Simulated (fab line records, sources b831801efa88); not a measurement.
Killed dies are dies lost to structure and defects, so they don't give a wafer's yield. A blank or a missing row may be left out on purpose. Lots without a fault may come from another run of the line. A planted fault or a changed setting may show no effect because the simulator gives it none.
Which tool did it? | flow sky130 | 6 lots, 18 wafers sampled, at 3 steps of a route of 708

WHAT THE GAUGES READ, wafer by wafer
SKY_METAL2_CD_MEAS_15: target cd 140 nm.
lot  | measured     | on        | cd_nm (nm)
L652 | day 37 01:00 | cd_sem-02 | 137.6 138.5 138.1
L654 | day 37 14:56 | cd_sem-02 | 139.7 139.0 140.2
L656 | day 38 14:37 | cd_sem-02 | 141.2 140.3 141.3
L658 | day 39 00:30 | cd_sem-02 | 148.8 150.2 146.7
L660 | day 39 07:44 | cd_sem-01 | 147.8 149.8 146.6
L668 | day 41 11:36 | cd_sem-02 | 139.4 140.5 139.6

WHICH TOOL RAN EACH LOT (tool, then ch and the chambers of the sampled wafers, then the start)
lot  | SKY_VIA1_SPUTTER_20          | SKY_METAL2_EXPOSE_12
L652 | pvd_sputter-02, day 35 22:07 | krf_scanner-02 ch 0, day 36 12:36
L654 | pvd_sputter-01, day 36 12:37 | krf_scanner-02 ch 0, day 37 01:59
L656 | pvd_sputter-03, day 37 12:04 | krf_scanner-01 ch 0, day 38 01:56
L658 | pvd_sputter-01, day 37 22:15 | krf_scanner-02 ch 0, day 38 11:53
L660 | pvd_sputter-01, day 38 05:58 | krf_scanner-02 ch 0, day 38 19:59
L668 | pvd_sputter-01, day 40 10:29 | krf_scanner-01 ch 0, day 40 23:56
- SKY_VIA1_SPUTTER_20: material TiN, target thk 20 nm, time 80 s.
- SKY_METAL2_EXPOSE_12: exposes mask MM2, target cd 140 nm.

THE ANSWER, worked out from the rows above alone
Rule: what is usual is taken from the lots themselves. Put in order of their means at a reading, lots are off if they are a third of the lots or fewer, leave a main group of 4 or more, and stand apart from it by a gap of 3 or more times the standard deviation of the main group's means; of several such gaps the widest counts. A main group whose means are all the same, to the digits that the tables above print for the reading, isn't used. A lot without any number at a reading at which 4 lots or more have one is off too. The other lots that the step has rows for count as sound.
Off: L658, L660, at SKY_METAL2_CD_MEAS_15 (cd_nm). The main group: mean 139.6 nm, standard deviation 1.
A tool fits if, at a process step before that reading, it ran every lot that is off, and no sound lot after the first of them. The gauges at SKY_METAL2_CD_MEAS_15 are tried like those tools. One fits: krf_scanner-02 at SKY_METAL2_EXPOSE_12. Its last sound lot is L654 (day 37 01:59), its first lot that is off L658 (day 38 11:53): a fault that began between those two fits.

WHAT THE SIMULATOR HAD PUT IN
Process parameter drift: krf_scanner-02, from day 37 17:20 on, at SKY_METAL2_EXPOSE_12. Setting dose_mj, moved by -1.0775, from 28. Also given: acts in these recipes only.
Lots struck among those shown: L658, L660. The rule above found the same.
